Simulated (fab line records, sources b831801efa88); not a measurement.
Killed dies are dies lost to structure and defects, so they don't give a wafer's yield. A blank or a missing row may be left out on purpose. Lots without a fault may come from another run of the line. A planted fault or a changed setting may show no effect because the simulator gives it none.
fab line records | flow gf180mcu
record lots=13 wafers=39 last_day=34
route steps=602 shown VT_IMPLANT@98 POLY_GATE@169 HV_LDD@196 CONTACT@314
lots that met no fault: from a run of the same line without faults
start_h: hours from the record's first day to the start of the lot's first wafer shown | wait_h: hours since the lot's step before | " the same as in the row above | L1.1+2: a row that stands for several wafers | - no value, or no start given | * or withheld: withheld | < > ~ a bound
route shown NAME@n: a module of which the file shows steps, and the number in the route of the first | usual: mean/standard deviation of fault-free wafers | same: alike in all rows | chamber/n: place in a boat | sites: the reading at each site | _std_site: their standard deviation | _edge_site: outer sites' mean less inner sites' | radius_mm: how far each site lies from the wafer's centre | mask NAME#n: copy n | behind: the tool/chamber that last shaped the wafer | hold: why the lot was held/for how many hours/how that ended | device: the transistor (n, p or np) that didn't switch | end of line: the same wafers' tests at the end of the route | a step without rows: its recipe alone | killed: dies lost to structure and defects at the first sort, not the wafer's yield | map: a wafer's dies, x killed, . not, _ none there
set.NAME: the setting as run; set.NAME@STEP: as run at that earlier step | model.NAME: the simulator's own value behind a step, which no gauge read
steps of the route over a sample of lots; a table a step, a row a wafer
services: from which hour (start_h, from the record's first day; less than 0 if before it) a tool's chamber was out of use, for how many hours, and why
## steps
# step GF_VT_IMPLANT_IMPLANT_08
# recipe species=BF2 energy_kev=20 dose_cm2=8.29e+12 tilt_deg=7
# usual beam_energy_keV=20.000/0.0069
# columns lot.wafer tool chamber start_h wait_h beam_energy_keV
L998.2 implanter-01 0 124.19 0.0 19.995
L998.4 " 0 " " 20.000
L998.6 " 0 " " 19.988
L100.1 implanter-04 0 135.23 0.0 19.998
L100.3 " 0 " " 19.986
L100.4 " 0 " " 19.994
L103.1 implanter-02 0 156.63 0.0 20.002
L103.4 " 0 " " 19.992
L103.5 " 0 " " 19.996
L104.3 implanter-01 0 158.93 0.1 20.000
L104.5 " 0 " " 19.999
L104.6 " 0 " " 20.004
L105.2 implanter-02 0 163.84 0.0 19.998
L105.4 " 0 " " 19.996
L105.5 " 0 " " 19.988
L109.2 implanter-01 0 191.89 0.0 19.995
L109.5 " 0 " " 20.008
L109.6 " 0 " " 19.999
L110.3 implanter-04 0 197.80 0.1 20.024
L110.4 " 0 " " 20.003
L110.6 " 0 " " 20.003
L111.1 implanter-04 0 202.45 0.0 21.095
L111.5 " 0 " " 21.097
L111.6 " 0 " " 21.087
L112.2 implanter-04 0 210.20 0.0 21.086
L112.5 " 0 " " 21.096
L112.6 " 0 " " 21.106
L113.1 implanter-04 0 216.16 0.0 21.089
L113.3 " 0 " " 21.086
L113.4 " 0 " " 21.090
L114.2 implanter-02 0 222.50 0.0 20.011
L114.3 " 0 " " 20.006
L114.6 " 0 " " 20.003
L118.2 implanter-01 0 248.30 0.0 20.000
L118.5 " 0 " " 20.004
L118.6 " 0 " " 20.005
L119.1 implanter-02 0 255.01 0.0 19.994
L119.2 " 0 " " 19.998
L119.3 " 0 " " 20.006
# step GF_VT_IMPLANT_TW_MEAS_10
# usual VT_IMPLANT_TW=559/3.8
# columns lot.wafer tool chamber start_h wait_h VT_IMPLANT_TW
L998.2 film_metro-04 - 124.43 0.1 558
L998.4 " - " " 559
L998.6 " - " " 560
L100.1 film_metro-03 - 135.48 0.1 553
L100.3 " - " " 554
L100.4 " - " " 555
L103.1 film_metro-02 - 156.88 0.1 558
L103.4 " - " " 557
L103.5 " - " " 561
L104.3 film_metro-04 - 159.15 0.1 560
L104.5 " - " " 564
L104.6 " - " " 559
L105.2 film_metro-02 - 164.07 0.1 561
L105.4 " - " " 561
L105.5 " - " " 561
L109.2 film_metro-03 - 192.12 0.1 552
L109.5 " - " " 551
L109.6 " - " " 554
L110.3 film_metro-03 - 198.02 0.1 558
L110.4 " - " " 554
L110.6 " - " " 555
L111.1 film_metro-02 - 202.70 0.1 573
L111.5 " - " " 569
L111.6 " - " " 570
L112.2 film_metro-02 - 210.44 0.1 571
L112.5 " - " " 572
L112.6 " - " " 574
L113.1 film_metro-02 - 216.41 0.1 573
L113.3 " - " " 571
L113.4 " - " " 575
L114.2 film_metro-04 - 222.74 0.1 555
L114.3 " - " " 558
L114.6 " - " " 555
L118.2 film_metro-02 - 248.54 0.1 568
L118.5 " - " " 565
L118.6 " - " " 567
L119.1 film_metro-03 - 255.26 0.1 555
L119.2 " - " " 558
L119.3 " - " " 554
# step GF_POLY_GATE_ETCH_12
# recipe chemistry=N2/H2 target_depth_a=withheld overetch_a=withheld time_s=withheld target=BARC ion_energy_ev=200 source_w=500 bias_w=100 pressure_mtorr=30 n2_flow_sccm=100 h2_flow_sccm=200
# usual drypump_motor_current_A=6.0/0.39 oes_product_au=0.735/0.0047 throttle_valve_pct=13.213/0.0093
# columns lot.wafer tool chamber start_h wait_h drypump_motor_current_A oes_product_au throttle_valve_pct
L998.2 rie_diel-03 1 212.36 0.0 5.6 0.731 13.221
L998.4 " 3 " " 6.0 0.744 13.212
L998.6 " 0 " " 6.4 0.739 13.228
L100.1 rie_diel-03 2 224.56 0.0 5.4 0.735 13.218
L100.3 " 1 " " 5.6 0.735 13.212
L100.4 " 0 " " 6.4 0.739 13.234
L103.1 rie_diel-03 2 250.68 0.0 5.4 0.732 13.220
L103.4 " 3 " " 6.0 0.739 13.214
L103.5 " 2 " " 5.4 0.742 13.226
L104.3 rie_diel-02 1 251.38 0.0 5.9 0.741 13.205
L104.5 " 3 " " 6.5 0.743 13.217
L104.6 " 2 " " 6.7 0.735 13.199
L105.2 rie_diel-02 3 256.36 0.0 6.5 0.731 13.193
L105.4 " 1 " " 5.9 0.731 13.215
L105.5 " 3 " " 6.5 0.729 13.218
L109.2 rie_diel-02 2 290.56 0.0 6.7 0.732 13.216
L109.5 " 0 " " 6.2 0.733 13.215
L109.6 " 1 " " 5.9 0.732 13.215
L110.3 rie_diel-02 3 297.78 0.0 6.5 0.729 13.203
L110.4 " 0 " " 6.2 0.736 13.202
L110.6 " 3 " " 6.5 0.736 13.210
L111.1 rie_diel-03 0 302.03 0.0 6.4 0.736 13.206
L111.5 " 1 " " 5.6 0.731 13.210
L111.6 " 2 " " 5.4 0.743 13.207
L112.2 rie_diel-02 2 312.21 0.0 6.7 0.736 13.214
L112.5 " 1 " " 5.9 0.734 13.217
L112.6 " 0 " " 6.2 0.735 13.211
L113.1 rie_diel-03 0 319.83 0.0 6.4 0.733 13.221
L113.3 " 1 " " 5.6 0.730 13.225
L113.4 " 2 " " 5.4 0.734 13.212
L114.2 rie_diel-02 3 328.41 0.0 6.4 0.736 13.212
L114.3 " 2 " " 6.6 0.731 13.225
L114.6 " 2 " " 6.7 0.731 13.221
L118.2 rie_diel-03 3 358.28 0.0 6.0 0.745 13.200
L118.5 " 0 " " 6.3 0.738 13.203
L118.6 " 1 " " 5.6 0.742 13.216
L119.1 rie_diel-01 1 364.98 0.0 5.8 0.739 13.209
L119.2 " 3 " " 5.4 0.735 13.216
L119.3 " 2 " " 6.1 0.734 13.215
# step GF_HV_LDD_OVL_MEAS_20
# usual HV_LDD_01_OVL=-1.3/1.6
# columns lot.wafer tool chamber start_h wait_h HV_LDD_01_OVL[nm]
L998.2 overlay-01 - 251.68 0.1 -0.6
L998.4 " - " " -1.4
L998.6 " - " " 2.4
L100.1 overlay-02 - 264.13 0.1 -1.1
L100.3 " - " " 1.4
L100.4 " - " " -1.2
L103.1 overlay-01 - 291.96 0.1 -1.5
L103.4 " - " " -3.2
L103.5 " - " " -1.0
L104.3 overlay-01 - 292.24 0.1 0.0
L104.5 " - " " -1.9
L104.6 " - " " -0.4
L105.2 overlay-02 - 297.58 0.1 -1.7
L105.4 " - " " -4.7
L105.5 " - " " -4.3
L109.2 overlay-02 - 334.77 0.1 -2.7
L109.5 " - " " -1.9
L109.6 " - " " -0.9
L110.3 overlay-02 - 344.14 0.1 0.1
L110.4 " - " " -0.7
L110.6 " - " " -0.1
L111.1 overlay-01 - 347.61 0.1 -3.2
L111.5 " - " " -0.5
L111.6 " - " " -0.1
L112.2 overlay-01 - 357.28 0.1 1.2
L112.5 " - " " -0.6
L112.6 " - " " -0.7
L113.1 overlay-02 - 370.78 0.1 -1.7
L113.3 " - " " -1.1
L113.4 " - " " -1.7
L114.2 overlay-02 - 374.73 0.1 -3.2
L114.3 " - " " -3.0
L114.6 " - " " -3.5
L118.2 overlay-02 - 405.23 0.1 -3.5
L118.5 " - " " -1.4
L118.6 " - " " -3.0
L119.1 overlay-02 - 414.58 0.1 -2.3
L119.2 " - " " -0.6
L119.3 " - " " -1.4
# step GF_CONTACT_CMP_27
# recipe stop_on=SiO2 down_force_psi=3.5 platen_rpm=60 t_overpolish_s=15 target_thk_nm=0 pad_velocity_m_s=0.94248
# usual head_pressure_psi=3.501/0.0074 motor_current_A=10.9/0.93 overpolish_run_s=15.000/0.0085 time_to_endpoint_s=71/4.2
# columns lot.wafer tool chamber start_h wait_h head_pressure_psi motor_current_A overpolish_run_s time_to_endpoint_s
L998.2 cmp-01 1 382.60 0.1 3.497 10.4 14.999 63
L998.4 " 3 " " 3.511 11.4 15.017 66
L998.6 " 0 " " 3.496 11.8 14.996 64
L100.3 cmp-02 3 396.82 0.0 3.510 9.9 15.003 76
L100.1 " 0 " " 3.506 8.9 14.999 71
L100.4 " 1 " " 3.498 11.7 15.003 76
L103.4 cmp-02 0 432.27 0.0 3.500 9.5 15.008 66
L103.1 " 2 " " 3.514 11.7 15.006 69
L103.5 " 1 " " 3.502 11.7 14.994 71
L104.3 cmp-02 0 433.75 0.0 3.504 9.6 15.003 71
L104.5 " 0 " " 3.507 9.6 14.987 69
L104.6 " 1 " " 3.498 11.9 15.004 70
L105.2 cmp-01 2 438.44 0.0 3.513 10.6 14.990 65
L105.4 " 0 " " 3.491 11.3 14.997 70
L105.5 " 2 " " 3.508 11.2 14.992 71
L109.2 cmp-01 1 482.10 0.2 3.496 11.1 14.990 72
L109.6 " 1 " " 3.494 11.2 15.006 70
L109.5 " 2 " " 3.498 10.8 15.004 70
L110.3 cmp-02 0 492.90 0.0 3.500 9.5 14.994 70
L110.4 " 3 " " 3.504 10.1 15.021 76
L110.6 " 1 " " 3.501 11.4 14.999 74
L111.1 cmp-01 1 497.72 0.1 3.501 10.9 14.995 68
L111.6 " 3 " " 3.498 11.9 14.999 72
L111.5 " 0 " " 3.499 11.4 15.007 73
L112.2 cmp-01 3 506.63 0.1 3.500 11.9 15.006 73
L112.5 " 1 " " 3.484 11.3 14.984 74
L112.6 " 2 " " 3.512 11.4 15.023 69
L113.3 cmp-01 0 520.96 0.0 3.494 12.2 15.004 68
L113.4 " 2 " " 3.491 10.5 15.005 63
L113.1 " 3 " " 3.508 12.1 15.005 70
L114.3 cmp-02 3 525.55 0.0 3.506 9.6 14.997 70
L114.2 " 1 " " 3.495 11.4 15.004 74
L114.6 " 0 " " 3.500 9.3 14.989 72
L118.2 cmp-02 2 554.40 0.0 3.499 11.9 14.997 76
L118.5 " 2 " " 3.493 11.5 14.995 76
L118.6 " 3 " " 3.490 10.6 14.994 76
L119.2 cmp-02 1 565.21 0.0 3.503 11.2 15.007 73
L119.3 " 2 " " 3.502 12.2 14.993 74
L119.1 " 0 " " 3.505 9.4 14.996 71
## services
# columns tool chamber start_h hours kind
rie_diel-02 1 102.49 3.2 repair
cmp-01 - 108.88 0.2 repair
cmp-02 - 125.89 0.3 repair
cmp-01 - 138.88 11.0 pm
cmp-01 - 152.21 0.2 repair
cmp-02 - 160.31 1.3 repair
rie_diel-02 2 160.87 2.3 repair
cmp-01 - 178.30 0.5 repair
cmp-01 - 198.72 4.3 repair
cmp-02 - 218.69 2.3 repair
rie_diel-02 1 223.74 7.0 repair
cmp-02 - 232.00 4.0 pm
rie_diel-02 3 233.79 4.8 repair
rie_diel-02 1 239.08 9.3 repair
rie_diel-02 3 240.02 7.2 repair
cmp-01 - 255.16 0.5 repair
cmp-02 - 256.49 6.1 repair
cmp-01 - 261.79 0.7 repair
rie_diel-02 0 262.98 13.2 repair
cmp-01 - 275.00 0.7 repair
cmp-02 - 315.68 3.7 pm
cmp-02 - 335.04 10.2 pm
cmp-02 - 391.06 5.2 pm
cmp-02 - 486.94 1.8 repair
## key
first_sign step=GF_VT_IMPLANT_IMPLANT_08 reading=beam_energy_keV direction=up sigmas=99+ usual=20.000 struck=21.092
effect step=GF_VT_IMPLANT_TW_MEAS_10 reading=VT_IMPLANT_TW direction=up sigmas=3.4 usual=559 struck=572
met_at GF_VT_IMPLANT_IMPLANT_08
struck_lots L111,L112,L113
tester_left_out L111,L112,L113
not_acting_at GF_POLY_GATE_ETCH_12,GF_HV_LDD_OVL_MEAS_20,GF_CONTACT_CMP_27
onset_between 197.80 202.45
fault kind=process_parameter_drift tool=implanter-04 chamber=- onset_h=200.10 steps=GF_VT_IMPLANT_IMPLANT_08 channel=energy_kev offset=1.0939 shape=step end_h=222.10 acts_in=these_recipes_only stated=20
# tester_left_out: of these lots the tester's yield and bins aren't shown, on N5 and GAA mostly nor the transistor test; their killed dies are dies lost to structure and defects alone, not to doping, threshold or leakage, so they don't give the yield
